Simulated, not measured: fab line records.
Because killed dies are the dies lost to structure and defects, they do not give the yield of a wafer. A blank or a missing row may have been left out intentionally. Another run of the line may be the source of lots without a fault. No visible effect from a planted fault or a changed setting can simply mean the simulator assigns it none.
Which tool is to blame?    flow sky130    12 lots, 36 wafers sampled, at 5 steps of a route of 708

WHAT THE GAUGES SHOWED, per wafer
The record lacks any reading of a measuring or inspecting step that a usual standard deviation could be used to judge.

EACH LOT AND THE TOOL THAT RAN IT (in order: tool; ch and the chambers of the sampled wafers; start)
lot   SKY_POLY_GATE_STRIP_18               SKY_LDD_LDN_STRIP_12                 SKY_SD_P_DEVELOP_06               SKY_LI_CONTACT_ETCH_14             SKY_PAD_OPEN_PROBE_99
L501  plasmaAsher-01 ch 0,1, day 16 09:05  plasmaAsher-02 ch 0,1, day 22 19:48  lithoTrack-04 ch 0, day 25 09:28  rieDiel-03 ch 0,1,3, day 29 01:31  -
L503  plasmaAsher-04 ch 0,1, day 17 01:55  plasmaAsher-04 ch 0,1, day 23 17:32  lithoTrack-03 ch 0, day 26 06:29  rieDiel-03 ch 1,2,3, day 29 21:28  -
L505  plasmaAsher-01 ch 0,1, day 17 23:30  plasmaAsher-04 ch 0,1, day 24 13:48  lithoTrack-03 ch 0, day 27 02:28  rieDiel-03 ch 0,1,3, day 30 16:59  -
L507  plasmaAsher-04 ch 0,1, day 18 08:58  plasmaAsher-03 ch 0,1, day 24 22:09  lithoTrack-02 ch 0, day 27 09:32  rieDiel-02 ch 0,2,3, day 31 00:29  prober-02, day 47 04:52
L509  plasmaAsher-02 ch 1, day 19 23:47    plasmaAsher-04 ch 1, day 26 11:30    lithoTrack-04 ch 0, day 28 22:58  rieDiel-01 ch 0,1, day 32 10:40    -
L511  plasmaAsher-04 ch 0,1, day 20 04:05  plasmaAsher-02 ch 0,1, day 26 16:38  lithoTrack-03 ch 0, day 29 01:58  rieDiel-03 ch 0,2, day 32 14:35    -
L510  plasmaAsher-01 ch 0,1, day 20 09:56  plasmaAsher-04 ch 0,1, day 26 19:26  lithoTrack-02 ch 0, day 29 05:32  rieDiel-02 ch 0,1, day 32 18:38    -
L513  plasmaAsher-02 ch 0,1, day 20 22:14  plasmaAsher-04 ch 0,1, day 27 06:39  lithoTrack-03 ch 0, day 29 16:56  rieDiel-03 ch 0,1,2, day 33 04:22  prober-01, day 48 18:59
L516  plasmaAsher-01 ch 0,1, day 21 18:56  plasmaAsher-03 ch 0,1, day 28 01:56  lithoTrack-04 ch 0, day 30 14:52  rieDiel-03 ch 0,1, day 34 01:40    prober-02, day 49 08:15
L521  plasmaAsher-01 ch 0,1, day 23 13:23  plasmaAsher-02 ch 0,1, day 29 16:39  lithoTrack-04 ch 0, day 32 01:05  rieDiel-02 ch 0,2,3, day 35 11:37  -
L522  plasmaAsher-01 ch 0,1, day 23 20:38  plasmaAsher-02 ch 0,1, day 30 00:21  lithoTrack-04 ch 0, day 32 10:28  rieDiel-03 ch 1,2, day 35 20:28    -
L524  plasmaAsher-04 ch 0,1, day 24 14:45  plasmaAsher-04 ch 0,1, day 30 17:30  lithoTrack-03 ch 0, day 33 01:34  rieDiel-03 ch 0,1, day 36 12:37    -
- SKY_POLY_GATE_STRIP_18: strips in O2/N2.
- SKY_LDD_LDN_STRIP_12: strips in O2/N2.
- SKY_SD_P_DEVELOP_06: develop time 60 s.
- SKY_LI_CONTACT_ETCH_14: etches BARC in N2/H2, stops on SiO2, time 45.9 s, target depth 60 nm.
- SKY_PAD_OPEN_PROBE_99

AS READ BY THE TOOLS THEMSELVES (means over the sampled wafers that have a number; for cases with no such wafer, the mark the record gives instead)
SKY_POLY_GATE_STRIP_18. Usual: drypumpMotorCurrentA 5.7 A, standard deviation 0.46; oesProductAu 0.361 a.u., standard deviation 0.0051; stripTimeToEndpointS 3.18 s, standard deviation 0.04.
lot   tool            drypumpMotorCurrentA (A)  oesProductAu (a.u.)  stripTimeToEndpointS (s)  flag
L501  plasmaAsher-01  5.9                       0.359                3.17                      
L503  plasmaAsher-04  6.0                       0.357                3.14                      
L505  plasmaAsher-01  6.1                       0.364                3.18                      
L507  plasmaAsher-04  5.9                       0.362                3.16                      
L509  plasmaAsher-02  5.8                       0.356                3.16                      
L511  plasmaAsher-04  6.0                       0.360                3.18                      
L510  plasmaAsher-01  6.1                       0.365                3.20                      
L513  plasmaAsher-02  5.5                       0.364                3.19                      
L516  plasmaAsher-01  5.9                       0.363                3.18                      
L521  plasmaAsher-01  5.8                       0.364                3.21                      
L522  plasmaAsher-01  5.9                       0.362                3.23                      
L524  plasmaAsher-04  6.0                       0.364                3.18                      

SKY_LDD_LDN_STRIP_12. Usual: drypumpMotorCurrentA 5.7 A, standard deviation 0.47; oesProductAu 0.716 a.u., standard deviation 0.0048; stripTimeToEndpointS 14.16 s, standard deviation 0.039.
lot   tool            drypumpMotorCurrentA (A)  oesProductAu (a.u.)  stripTimeToEndpointS (s)  flag
L501  plasmaAsher-02  5.5                       0.717                14.16                     
L503  plasmaAsher-04  5.9                       0.717                14.25                     
L505  plasmaAsher-04  5.9                       0.714                14.16                     
L507  plasmaAsher-03  6.0                       0.713                14.19                     
L509  plasmaAsher-04  5.9                       0.713                14.18                     
L511  plasmaAsher-02  5.1                       0.717                14.20                     
L510  plasmaAsher-04  5.9                       0.715                14.12                     
L513  plasmaAsher-04  5.9                       0.720                14.19                     
L516  plasmaAsher-03  5.9                       0.713                14.15                     
L521  plasmaAsher-02  5.5                       0.717                14.11                     
L522  plasmaAsher-02  5.5                       0.711                14.16                     
L524  plasmaAsher-04  6.0                       0.714                14.12                     

SKY_SD_P_DEVELOP_06. Usual: developerTempC 22.99 C, standard deviation 0.099.
lot   tool           developerTempC (C)  flag
L501  lithoTrack-04  22.99               
L503  lithoTrack-03  22.79               
L505  lithoTrack-03  23.05               
L507  lithoTrack-02  22.90               
L509  lithoTrack-04  23.05               
L511  lithoTrack-03  22.99               
L510  lithoTrack-02  22.90               
L513  lithoTrack-03  22.99               
L516  lithoTrack-04  22.95               
L521  lithoTrack-04  22.09               OFF
L522  lithoTrack-04  22.07               OFF
L524  lithoTrack-03  22.92               

SKY_LI_CONTACT_ETCH_14. Usual: biasW 100.00 W, standard deviation 0.29; drypumpMotorCurrentA 5.6 A, standard deviation 0.64; oesProductAu 0.854 a.u., standard deviation 0.005; throttleValvePct 13.223 %, standard deviation 0.0086.
lot   tool        biasW (W)  drypumpMotorCurrentA (A)  oesProductAu (a.u.)  throttleValvePct (%)  flag
L501  rieDiel-03  99.98      5.8                       0.858                13.219                
L503  rieDiel-03  99.74      5.9                       0.859                13.215                
L505  rieDiel-03  99.97      5.8                       0.852                13.226                
L507  rieDiel-02  99.91      5.5                       0.855                13.226                
L509  rieDiel-01  99.84      5.8                       0.849                13.211                
L511  rieDiel-03  100.34     6.0                       0.854                13.229                
L510  rieDiel-02  99.92      4.9                       0.851                13.223                
L513  rieDiel-03  100.18     6.1                       0.854                13.226                
L516  rieDiel-03  100.30     6.0                       0.853                13.220                
L521  rieDiel-02  99.98      5.5                       0.858                13.221                
L522  rieDiel-03  100.19     6.2                       0.853                13.232                
L524  rieDiel-03  100.18     5.9                       0.850                13.223                

SKY_PAD_OPEN_PROBE_99. Usual: defectLimitedYield 82.7 %, standard deviation 2.1; killed_at_M0_to_M3 43, standard deviation 7.2; killed_at_M4_up 3.2, standard deviation 1.8; killedAtContacts 23, standard deviation 5.6; killedAtFrontEnd 15, standard deviation 4.6; killedAtOther 0.3, standard deviation 0.71; killedDies 85, standard deviation 10; killedOpen 46, standard deviation 7.8; killedShort 38, standard deviation 6.5; sort_bin_3_pad_short 0.8 %, standard deviation 0.38; sort_bin_5_function 10.2 %, standard deviation 1.5; sort_bin_6_memory 6.3 %, standard deviation 1.2; sortNPass 407, standard deviation 10; sortYieldPct 82.7 %, standard deviation 2.1.
lot   tool       defectLimitedYield (%)  killed_at_M0_to_M3  killed_at_M4_up  killedAtContacts  killedAtFrontEnd  killedAtOther  killedDies  killedOpen  killedShort  sort_bin_3_pad_short (%)  sort_bin_5_function (%)  sort_bin_6_memory (%)  sortNPass  sortYieldPct (%)  flag
L507  prober-02  82.9                    50                  2.7              21                10                0.0            84          48          36           0.7                       10.4                     6.0                    408        82.9              
L513  prober-01  81.6                    45                  2.3              22                20                0.3            90          50          40           0.9                       10.9                     6.6                    402        81.6              
L516  prober-02  83.1                    40                  1.7              23                18                0.0            83          45          38           0.8                       10.3                     5.8                    409        83.1              

THE ANSWER, worked out from the rows above alone
Rule: a lot is off if the mean of its wafers that have a number lies more than 3 standard deviations from the usual mean. Also off: a lot with no number at a reading for which 4 or more lots have one. The other lots that the step has rows for count as sound. The gauges are gone through in route order, then the tools' own readings, and for those a lot's mean is taken as printed above. At the first step where some lot is off, the reading lying furthest off is the one used; lots without a number count as furthest.
Off at SKY_SD_P_DEVELOP_06 (developerTempC): L521, L522.
A tool fits if, at that step or a process step before it, it ran every lot that is off, and no sound lot after the first of them. Can't be told from this: 3 tools fit, plasmaAsher-01 at SKY_POLY_GATE_STRIP_18, plasmaAsher-02 at SKY_LDD_LDN_STRIP_12, lithoTrack-04 at SKY_SD_P_DEVELOP_06.

WHAT HAD BEEN PUT IN BY THE SIMULATOR
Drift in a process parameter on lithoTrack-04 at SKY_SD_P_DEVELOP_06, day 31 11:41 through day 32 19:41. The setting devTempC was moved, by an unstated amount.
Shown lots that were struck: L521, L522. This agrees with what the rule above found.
